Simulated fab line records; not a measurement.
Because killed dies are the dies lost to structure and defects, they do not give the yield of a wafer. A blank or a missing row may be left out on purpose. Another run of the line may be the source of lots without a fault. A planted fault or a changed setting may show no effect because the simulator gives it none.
Which of the tools did it?	flow sky130	11 lots with 33 wafers sampled at 5 steps, on a route of 708 steps

WHAT THE GAUGES READ, wafer by wafer
SKY_PAD_OPEN_BOW_MEAS_13.
lot	measured	on	PAD_OPEN_BOW (um)
L589	day 45 08:49	film metro-04	51 50 47
L590	day 45 20:55	film metro-02	54 49 50
L592	day 46 09:11	film metro-02	48 47 46
L593	day 46 15:50	film metro-03	52 50 51
L600	day 48 20:08	film metro-02	52 57 59
L601	day 49 02:00	film metro-02	27 45 51
L603	day 49 04:49	film metro-04	52 38 50
L604	day 49 08:04	film metro-02	45 48 41
L607	day 50 02:10	film metro-04	61 60 47
L610	day 50 13:16	film metro-04	58 40 47
L612	day 51 01:50	film metro-02	47 44 56

EACH LOT AND THE TOOL THAT RAN IT (in order: tool; ch and the chambers of the sampled wafers; start)
lot	SKY_VIA4_SPUTTER_17	SKY_METAL5_SPUTTER_02	SKY_PASSIVATION_ETCH_11	SKY_PASSIVATION_STRIP_12
L589	pvd sputter-04, day 42 09:38	pvd sputter-03, day 42 10:23	rie diel-01 ch 0,3, day 44 08:59	plasma asher-02 ch 0,1, day 44 09:05
L590	pvd sputter-01, day 42 22:47	pvd sputter-03, day 42 23:32	rie diel-01 ch 0,3, day 44 20:50	plasma asher-02 ch 0,1, day 44 20:56
L592	pvd sputter-01, day 43 13:04	pvd sputter-02, day 43 13:49	rie diel-04 ch 1,2,3, day 45 10:29	plasma asher-02 ch 0,1, day 45 10:35
L593	pvd sputter-03, day 43 19:44	pvd sputter-02, day 43 20:31	rie diel-01 ch 0,3, day 45 16:08	plasma asher-03 ch 0,1, day 45 16:17
L600	pvd sputter-04, day 46 03:38	pvd sputter-02, day 46 08:43	rie diel-04 ch 1,2,3, day 47 22:44	plasma asher-04 ch 0,1, day 47 22:50
L601	pvd sputter-03, day 46 10:43	pvd sputter-02, day 46 12:01	rie diel-04 ch 1,2,3, day 48 05:08	plasma asher-02 ch 0,1, day 48 05:14
L603	pvd sputter-01, day 46 13:50	pvd sputter-01, day 46 14:34	rie diel-04 ch 0,1,2, day 48 07:32	plasma asher-04 ch 0,1, day 48 07:38
L604	pvd sputter-03, day 46 18:56	pvd sputter-02, day 46 19:41	rie diel-03 ch 0,2,3, day 48 11:19	plasma asher-02 ch 0,1, day 48 11:26
L607	pvd sputter-04, day 47 15:43	pvd sputter-01, day 47 16:37	rie diel-01 ch 0,1,2, day 49 06:50	plasma asher-04 ch 0,1, day 49 06:56
L610	pvd sputter-03, day 48 05:22	pvd sputter-03, day 48 06:07	rie diel-01 ch 1,2,3, day 49 19:07	plasma asher-04 ch 0,1, day 49 19:14
L612	pvd sputter-01, day 48 20:44	pvd sputter-02, day 48 21:29	rie diel-01 ch 0,2, day 50 08:52	plasma asher-02 ch 0,1, day 50 08:59
- SKY_VIA4_SPUTTER_17: material TiN, target thk 20 nm, time 80 s.
- SKY_METAL5_SPUTTER_02: material AlCu, target thk 1150 nm, time 61.2 s.
- SKY_PASSIVATION_ETCH_11: etches the open film in CF4/O2, stops on AlCu, target depth 725 nm, time 161.1 s.
- SKY_PASSIVATION_STRIP_12: strips in O2/N2.

AS READ BY THE TOOLS THEMSELVES (means over the sampled wafers that have a number; for cases with no such wafer, the mark the record gives instead)
SKY_VIA4_SPUTTER_17.
lot	tool	throttle valve pct (%)
L589	pvd sputter-04	30.2
L590	pvd sputter-01	30.0
L592	pvd sputter-01	30.2
L593	pvd sputter-03	30.3
L600	pvd sputter-04	29.3
L601	pvd sputter-03	29.0
L603	pvd sputter-01	30.6
L604	pvd sputter-03	28.8
L607	pvd sputter-04	29.5
L610	pvd sputter-03	29.0
L612	pvd sputter-01	31.5

SKY_METAL5_SPUTTER_02.
lot	tool	throttle valve pct (%)
L589	pvd sputter-03	30.6
L590	pvd sputter-03	30.5
L592	pvd sputter-02	30.1
L593	pvd sputter-02	30.2
L600	pvd sputter-02	30.2
L601	pvd sputter-02	30.9
L603	pvd sputter-01	30.2
L604	pvd sputter-02	30.4
L607	pvd sputter-01	30.7
L610	pvd sputter-03	29.4
L612	pvd sputter-02	30.9

SKY_PASSIVATION_ETCH_11.
lot	tool	drypump motor current A (A)	oes product au (a.u.)	rf fwd power W (W)	throttle valve pct (%)
L589	rie diel-01	5.2	0.976	796.9	5.957
L590	rie diel-01	5.1	0.978	797.3	5.968
L592	rie diel-04	5.5	0.986	796.1	5.970
L593	rie diel-01	5.2	0.980	798.6	5.959
L600	rie diel-04	5.5	0.982	800.1	5.970
L601	rie diel-04	5.5	0.984	924.1	5.957
L603	rie diel-04	5.5	0.988	926.3	5.975
L604	rie diel-03	5.7	0.974	794.2	5.964
L607	rie diel-01	5.4	0.981	797.8	5.964
L610	rie diel-01	5.6	0.979	797.2	5.962
L612	rie diel-01	5.2	0.991	797.9	5.967

SKY_PASSIVATION_STRIP_12.
lot	tool	drypump motor current A (A)	oes product au (a.u.)	strip time to endpoint s (s)
L589	plasma asher-02	6.0	0.662	31.38
L590	plasma asher-02	6.0	0.663	31.51
L592	plasma asher-02	6.0	0.663	31.55
L593	plasma asher-03	5.6	0.659	31.49
L600	plasma asher-04	6.3	0.660	31.46
L601	plasma asher-02	6.0	0.661	30.66
L603	plasma asher-04	6.3	0.656	30.57
L604	plasma asher-02	6.2	0.660	31.57
L607	plasma asher-04	5.8	0.661	31.49
L610	plasma asher-04	6.3	0.660	31.43
L612	plasma asher-02	6.2	0.658	31.30

THE ANSWER, worked out from the rows above alone
Rule: what is usual is taken from the lots themselves. Put in order of their means at a reading, lots are off if they are a third of the lots or fewer, leave a main group of 4 or more, and stand apart from it by a gap of 3 or more times the standard deviation of the main group's means; of several such gaps the widest counts. A main group whose means are all the same, to the digits that the tables above print for the reading, isn't used. Also off: a lot with no number at a reading for which 4 or more lots have one. All remaining lots with rows at the step are treated as sound. The gauges are gone through in route order, then the tools' own readings, and for those a lot's mean is taken as printed above. At the first step where some lot is off, the reading lying furthest off is the one used; lots without a number count as furthest.
Off, at SKY_PASSIVATION_ETCH_11 on rf fwd power W: L601, L603. The main group: mean 797.3 W, standard deviation 1.5.
A tool fits if, at that step or a process step before it, it ran every lot that is off, and no sound lot after the first of them. One fits: rie diel-04 at SKY_PASSIVATION_ETCH_11. Its last sound lot is L600 (day 47 22:44), its first lot that is off L601 (day 48 05:08): a fault that began between those two fits.
The tool's own readings at SKY_PASSIVATION_ETCH_11 bear it out: on the lots that are off they differ by more than 5 times the standard deviation of the sound lots' means. rf fwd power W reads 925.2 W there against 797.3 W on the sound lots.

WHAT THE SIMULATOR HAD INSERTED
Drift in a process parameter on rie diel-04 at SKY_PASSIVATION_ETCH_11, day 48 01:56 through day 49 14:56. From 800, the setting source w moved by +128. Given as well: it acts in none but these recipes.
Struck lots among those shown: L601, L603. The rule above reached the same finding.
